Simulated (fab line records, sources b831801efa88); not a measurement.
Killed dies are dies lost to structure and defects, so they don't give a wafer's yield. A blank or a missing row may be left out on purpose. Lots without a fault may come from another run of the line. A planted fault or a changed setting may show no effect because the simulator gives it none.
A struck lot beside a sound one | flow gf180mcu | 43 steps out of a route of 602
Sound: wafers L696.1, L696.2, L696.3. Struck: wafers L703.1, L703.4. (L703.6 of the same lot was not struck and is left out.) The cause comes at the end.
At each step with rows: each side's tool, then ch and its chambers, then its first start. Under that, the readings that differ: sound wafers | struck wafers | difference of the means | sigmas: that difference in standard deviations of wafers without a fault.
alike: readings whose means differ by less than 2 such deviations, and words and numbers that are the same on both sides. not compared: withheld readings, readings that some wafer has no value for, bounds like >300 that may hide the same value, and numbers for which the record gives no deviation and whose values overlap.
The two part at a step that has a row with sigmas, a row that says differs or no value, or rows on one side only. Numbers that don't overlap but have no deviation are shown without sigmas and don't part them. A reading that every wafer of one side lacks parts them only if that side has two wafers or more.

GF_VT_IMPLANT_RS_MEAS_49: measures by four-point-probe.
  sound on film_metro-02, day 7 18:45; struck on film_metro-02, day 9 16:49
  alike: MVPSD_RS
then, 4 steps without rows for these wafers: GF_VT_IMPLANT_WET_ETCH_50 (etches SiO2 in dHF, target depth 20 nm, time 400 s); GF_DUAL_GATE_CLEAN_00 (cleans in SC1/SC2, time 150 s); GF_DUAL_GATE_CLEAN_01 (cleans in dHF, time 20 s); GF_DUAL_GATE_OXIDATION_02 (stabilise 600 s, purge 300 s, target thk 10.887 nm).
GF_DUAL_GATE_THK_MEAS_03:
  sound on film_metro-01, day 7 20:30; struck on film_metro-03, day 9 18:34
  alike: DUAL_GATE_OXIDATION_00_THK
then, 6 steps without rows for these wafers: GF_DUAL_GATE_DEHYDRATE_04 (time 60 s); GF_DUAL_GATE_HMDS_05 (prime time 60 s); GF_DUAL_GATE_COAT_06 (resist thk 1000 nm); GF_DUAL_GATE_SOFTBAKE_07 (time 60 s); GF_DUAL_GATE_EXPOSE_08 (exposes mask Dualgate, target cd 700 nm); GF_DUAL_GATE_PEB_09.
GF_DUAL_GATE_DEVELOP_10: develop time 60 s.
  sound on litho_track-03 ch 0, day 8 12:05; struck on litho_track-03 ch 0, day 10 12:23
GF_DUAL_GATE_OVL_MEAS_11:
  sound on overlay-02, day 8 12:14; struck on overlay-02, day 10 12:32
  reading            | sound         | struck  | difference | sigmas
  DUAL_GATE_OVL (nm) | -1.5 0.1 -0.1 | 2.1 3.2 | +3.2       | +2
then, 1 step without rows for these wafers: GF_DUAL_GATE_WET_ETCH_12 (etches SiO2 in dHF, target depth 13 nm, time 260 s).
GF_DUAL_GATE_STRIP_13: strips in O2/N2.
  sound on plasma_asher-03 ch 0,1, day 8 12:21; struck on plasma_asher-03 ch 1, day 10 12:39
  reading                     | sound       | struck  | difference | sigmas
  drypump_motor_current_A (A) | 6.5 4.8 6.5 | 4.8 4.8 | -1.1       | -2
  alike: chamber_pressure_mTorr, heater_power_w, oes_product_au, strip_time_to_endpoint_s
  not compared: rf_hours_counter_h
then, 3 steps without rows for these wafers: GF_DUAL_GATE_CLEAN_14 (cleans in SC1/SC2, time 150 s); GF_DUAL_GATE_OXIDATION_15 (stabilise 600 s, purge 300 s, target thk 7.098 nm); GF_POLY_GATE_CVD_00 (deposits poly-Si, target thk 200 nm, time 1200 s).
GF_POLY_GATE_THK_MEAS_01:
  sound on film_metro-04, day 8 16:43; struck on film_metro-04, day 10 15:41
  alike: POLY_GATE_CVD_00_THK
then, 8 steps without rows for these wafers: GF_POLY_GATE_DEHYDRATE_02 (time 60 s); GF_POLY_GATE_HMDS_03 (prime time 60 s); GF_POLY_GATE_COAT_04; GF_POLY_GATE_COAT_05 (resist thk 700 nm); GF_POLY_GATE_SOFTBAKE_06 (time 60 s); GF_POLY_GATE_EXPOSE_07 (exposes mask Poly2, target cd 280 nm); GF_POLY_GATE_PEB_08 (peb time 90 s); GF_POLY_GATE_DEVELOP_09 (develop time 60 s).
GF_POLY_GATE_CD_MEAS_10: target cd 280 nm.
  sound on cd_sem-01, day 9 09:47; struck on cd_sem-01, day 11 09:36
  alike: cd_nm
GF_POLY_GATE_OVL_MEAS_11:
  sound on overlay-02, day 9 09:55; struck on overlay-02, day 11 09:43
  alike: POLY_GATE_OVL
GF_POLY_GATE_ETCH_12: etches BARC in N2/H2.
  sound on rie_diel-02 ch 0,2,3, day 9 09:57; struck on rie_diel-04 ch 0,2, day 11 09:46
  alike: chamber_pressure_mTorr, drypump_motor_current_A, oes_product_au, rf_fwd_power_W, throttle_valve_pct
GF_POLY_GATE_ETCH_13: etches poly-Si in HBr/Cl2, stops on SiO2, target depth 198.5 nm, time 69.6 s.
  sound on rie_si-01 ch 0,1,3, day 9 10:00; struck on rie_si-01 ch 1,3, day 11 09:49
  alike: HBr_flow_sccm, chamber_pressure_mTorr, drypump_motor_current_A, oes_product_au, rf_fwd_power_W, throttle_valve_pct
  not compared: rf_hours_counter_h
GF_POLY_GATE_STRIP_14: strips in O2/N2.
  sound on plasma_asher-04 ch 0,1, day 9 10:04; struck on plasma_asher-01 ch 0,1, day 11 09:52
  reading                     | sound          | struck    | difference | sigmas
  drypump_motor_current_A (A) | 4.97 4.80 4.96 | 5.30 5.60 | +0.54      | +2
  alike: chamber_pressure_mTorr, heater_power_w, oes_product_au
  not compared: rf_hours_counter_h
then, 2 steps without rows for these wafers: GF_POLY_GATE_CLEAN_15 (cleans in SC1/SC2, time 150 s); GF_POLY_GATE_OXIDATION_16 (stabilise 600 s, purge 300 s, target thk 4 nm).
GF_POLY_GATE_THK_MEAS_17:
  sound on film_metro-03, day 9 11:29; struck on film_metro-04, day 11 12:49
  alike: POLY_GATE_OXIDATION_THK
GF_POLY_GATE_CD_MEAS_18:
  sound on cd_sem-01, day 9 11:33; struck on cd_sem-02, day 11 12:52
  alike: cd_nm
then, 5 steps without rows for these wafers: GF_HV_LDD_DEHYDRATE_00 (time 60 s); GF_HV_LDD_HMDS_01 (prime time 60 s); GF_HV_LDD_COAT_02 (resist thk 1000 nm); GF_HV_LDD_SOFTBAKE_03 (time 60 s); GF_HV_LDD_EXPOSE_04 (exposes mask Nplus LV AREA, target cd 400 nm).
-- the record jumps here: 20 days lie between the struck wafers' starts before and after (it left off in module HV_LDD and takes up again in module PASSIVATION, whose first step shown is number 602 of the route) --
GF_PASSIVATION_PROBE_99:
  the record has rows for the struck wafers here (prober-01, day 31 05:08) and none for the sound ones

WHERE THEY PART
First at GF_DUAL_GATE_OVL_MEAS_11; last, within this record, at GF_PASSIVATION_PROBE_99.

WHY: what the simulator had put in
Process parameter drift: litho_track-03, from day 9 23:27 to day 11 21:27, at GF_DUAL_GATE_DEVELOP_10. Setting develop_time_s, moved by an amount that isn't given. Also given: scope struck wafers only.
